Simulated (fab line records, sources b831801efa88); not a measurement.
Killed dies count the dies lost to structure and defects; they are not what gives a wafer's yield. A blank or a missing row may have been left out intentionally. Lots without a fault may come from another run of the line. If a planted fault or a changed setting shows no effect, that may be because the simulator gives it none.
Chamber matching + flow sfq-line + SFQ_TRILAYER_I3_CMP_CMP_082 on cmp-02 has 4 sister chambers
The step polishes SiO2. 8 wafers are shown with their chamber, then 10 later ones without.

## WAFERS, EACH WITH ITS CHAMBER
| wafer  | chamber | motor-current-A (A) | time-to-endpoint-s (s) |
|--------|---------|---------------------|------------------------|
| L553.1 | 0       | 9.9                 | 213                    |
| L557.1 | 1       | 10.2                | 209                    |
| L568.5 | 3       | 11.5                | 219                    |
| L570.4 | 0       | 10.3                | 221                    |
| L570.5 | 3       | 11.7                | 226                    |
| L570.6 | 2       | 10.1                | 220                    |
| L571.1 | 2       | 9.9                 | 210                    |
| L571.5 | 1       | 10.3                | 211                    |

## WAFERS MISSING THEIR CHAMBER
| wafer  | motor-current-A (A) | time-to-endpoint-s (s) |
|--------|---------------------|------------------------|
| L571.6 | 10.1                | 210                    |
| L572.4 | 9.6                 | 217                    |
| L572.1 | 10.7                | 215                    |
| L572.6 | 11.0                | 219                    |
| L574.4 | 10.2                | 213                    |
| L574.2 | 11.5                | 206                    |
| L574.5 | 10.5                | 220                    |
| L575.2 | 11.3                | 215                    |
| L575.4 | 10.2                | 224                    |
| L575.5 | 10.9                | 217                    |

## WHICH CHAMBER EACH WENT THROUGH
| wafer  | from the rows above               | in truth |
|--------|-----------------------------------|----------|
| L571.6 | can't be placed: 1 or 2 or 0      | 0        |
| L572.4 | can't be placed: 2 or 0 or 1      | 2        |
| L572.1 | can't be placed: 1 or 0 or 2      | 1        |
| L572.6 | can't be placed: 3 or 1 or 0      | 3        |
| L574.4 | can't be placed: 1 or 0 or 2      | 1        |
| L574.2 | 3                                 | 3        |
| L574.5 | can't be placed: 0 or 1 or 2      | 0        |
| L575.2 | 3                                 | 3        |
| L575.4 | can't be placed: 0 or 2 or 1      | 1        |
| L575.5 | can't be placed: 1 or 3 or 0 or 2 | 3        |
Placed correctly: 2 of 10. Cannot be placed on the basis of these rows: 8; the candidates contain the true chamber in 8. Number placed wrongly: 0.
How it was worked out, from the rows above alone: a wafer's distance from a chamber is the root of the sum, over the readings, of the square of ((its reading less the chamber's mean) divided by the reading's scatter). If the next closest chamber is less than 2 further off than the closest, the wafer can't be placed; otherwise it belongs to the closest. A chamber's mean is the mean of its shown wafers. The scatter: take each reading less its chamber's mean, square it, sum over the shown wafers, divide by the number of wafers less the number of chambers, and take the root.
